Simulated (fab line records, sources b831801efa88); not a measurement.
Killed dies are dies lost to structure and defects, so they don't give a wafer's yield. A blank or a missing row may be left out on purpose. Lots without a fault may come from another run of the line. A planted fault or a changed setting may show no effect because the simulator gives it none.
A struck lot beside a sound one | flow sky130 | 15 steps out of a route of 708
Sound: wafers L737.1, L737.5, L737.6. Struck: wafers L754.1, L754.5, L754.6. The cause comes at the end.
At each step with rows: each side's tool, then ch and its chambers, then its first start. Under that, the readings that differ: sound wafers | struck wafers | difference of the means | sigmas: that difference in standard deviations of wafers without a fault.
alike: readings whose means differ by less than 2 such deviations, and words and numbers that are the same on both sides. not compared: withheld readings, readings that some wafer has no value for, bounds like >300 that may hide the same value, and numbers for which the record gives no deviation and whose values overlap.
The two part at a step that has a row with sigmas, a row that says differs or no value, or rows on one side only. Numbers that don't overlap but have no deviation are shown without sigmas and don't part them. A reading that every wafer of one side lacks parts them only if that side has two wafers or more.

first, 1 step without rows for these wafers: SKY_LDD_HVP_IMPLANT_08.
SKY_LDD_HVP_STRIP_09: strips in O2/N2.
  sound on plasma_asher-04 ch 0,1, day 22 03:07; struck on plasma_asher-04 ch 0,1, day 30 01:51
  alike: drypump_motor_current_A, oes_product_au, strip_time_to_endpoint_s
  not compared: rf_hours_counter_h
SKY_LDD_HVP_TW_MEAS_10:
  sound on film_metro-01, day 22 03:13; struck on film_metro-03, day 30 01:57
  alike: LDD_HVP_TW
then, 7 steps without rows for these wafers: SKY_LDD_LDN_DEHYDRATE_00 (time 60 s); SKY_LDD_LDN_HMDS_01 (prime time 60 s); SKY_LDD_LDN_COAT_02 (resist thk 1140 nm); SKY_LDD_LDN_SOFTBAKE_03 (time 60 s); SKY_LDD_LDN_EXPOSE_04 (exposes mask LDNTM, target cd 700 nm); SKY_LDD_LDN_PEB_05; SKY_LDD_LDN_DEVELOP_06 (develop time 60 s).
SKY_LDD_LDN_OVL_MEAS_07:
  sound on overlay-01, day 23 09:13; struck on overlay-01, day 31 05:14
  alike: LDD_LDN_OVL
then, 1 step without rows for these wafers: SKY_LDD_LDN_IMPLANT_08.
SKY_LDD_LDN_IMPLANT_09:
  sound on implanter-04 ch 0, day 23 09:24; struck on implanter-03 ch 0, day 31 05:25
  reading                   | sound                | struck               | difference | sigmas
  beam_energy_keV           | 14.998 15.002 15.001 | 16.607 16.609 16.605 | +1.607     | +99 or more
  model.implant.rp_nm (nm)  | 13.2 13.2 13.2       | 14.47 14.47 14.47    | +1.27      |
  model.implant.drp_nm (nm) | 5.933 5.933 5.933    | 6.352 6.352 6.352    | +0.419     |
then, 1 step without rows for these wafers: SKY_LDD_LDN_IMPLANT_10.
-- the record jumps here: 20 days lie between the struck wafers' starts before and after (it left off in module LDD_LDN and takes up again in module PAD_OPEN, whose first step shown is number 708 of the route) --
SKY_PAD_OPEN_PROBE_99:
  sound on prober-01, day 46 03:50; struck on prober-01, day 51 05:19
  alike: killed_at_M0_to_M3, killed_at_M4_up, killed_at_contacts, killed_at_front_end, killed_at_other, killed_dies, killed_open, killed_short

WHERE THEY PART
Only at SKY_LDD_LDN_IMPLANT_09, within this record. Later steps at which nothing parts them and some readings are alike: SKY_PAD_OPEN_PROBE_99.

WHY: what the simulator had put in
Process parameter drift: implanter-03, from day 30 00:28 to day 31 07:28, at SKY_LDD_LDN_IMPLANT_09. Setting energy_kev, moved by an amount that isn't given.
